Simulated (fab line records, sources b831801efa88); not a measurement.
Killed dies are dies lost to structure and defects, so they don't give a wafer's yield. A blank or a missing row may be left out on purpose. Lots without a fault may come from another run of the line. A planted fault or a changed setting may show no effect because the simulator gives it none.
Chamber matching | flow sky130 | SKY_FIELD_ISO_ETCH_17 on rie_si-02: 4 sister chambers
The step etches Si in HBr/Cl2/O2, target depth 342 nm, time 97.7 s. 8 wafers are shown with their chamber, then 8 later ones without.

WAFERS WITH THEIR CHAMBER
wafer  | chamber | drypump_motor_current_A (A) | oes_product_au (a.u.)
L850.2 | 2       | 5.60                        | 1.001
L850.3 | 1       | 5.36                        | 1.017
L854.6 | 2       | 5.62                        | 1.000
L858.1 | 0       | 5.27                        | 1.012
L858.5 | 0       | 5.27                        | 1.002
L863.3 | 1       | 5.37                        | 1.007
L863.5 | 3       | 5.95                        | 0.994
L864.3 | 3       | 5.96                        | 0.996

WAFERS WITHOUT THEIR CHAMBER
wafer  | drypump_motor_current_A (A) | oes_product_au (a.u.)
L864.5 | 5.37                        | 1.020
L864.6 | 5.28                        | 1.013
L867.2 | 5.39                        | 1.010
L867.3 | 5.90                        | 1.003
L867.4 | 5.58                        | 1.007
L871.1 | 5.26                        | 0.999
L871.2 | 5.34                        | 1.012
L871.4 | 5.93                        | 0.998

WHICH CHAMBER EACH WENT THROUGH
wafer  | from the rows above | in truth
L864.5 | 1                   | 1
L864.6 | 0                   | 0
L867.2 | 1                   | 1
L867.3 | 3                   | 3
L867.4 | 2                   | 2
L871.1 | 0                   | 0
L871.2 | 1                   | 1
L871.4 | 3                   | 3
Placed correctly: 8 of 8. Can't be placed from these rows: 0. Placed wrongly: 0.
How it was worked out, from the rows above alone: a wafer's distance from a chamber is the root of the sum, over the readings, of the square of ((its reading less the chamber's mean) divided by the reading's scatter). The wafer belongs to the nearest chamber; if the next one is less than 2 further off, it can't be placed. A chamber's mean is the mean of its shown wafers. The scatter: the root of (the sum of the squares of (reading less its chamber's mean) over the shown wafers, divided by (wafers less chambers)).
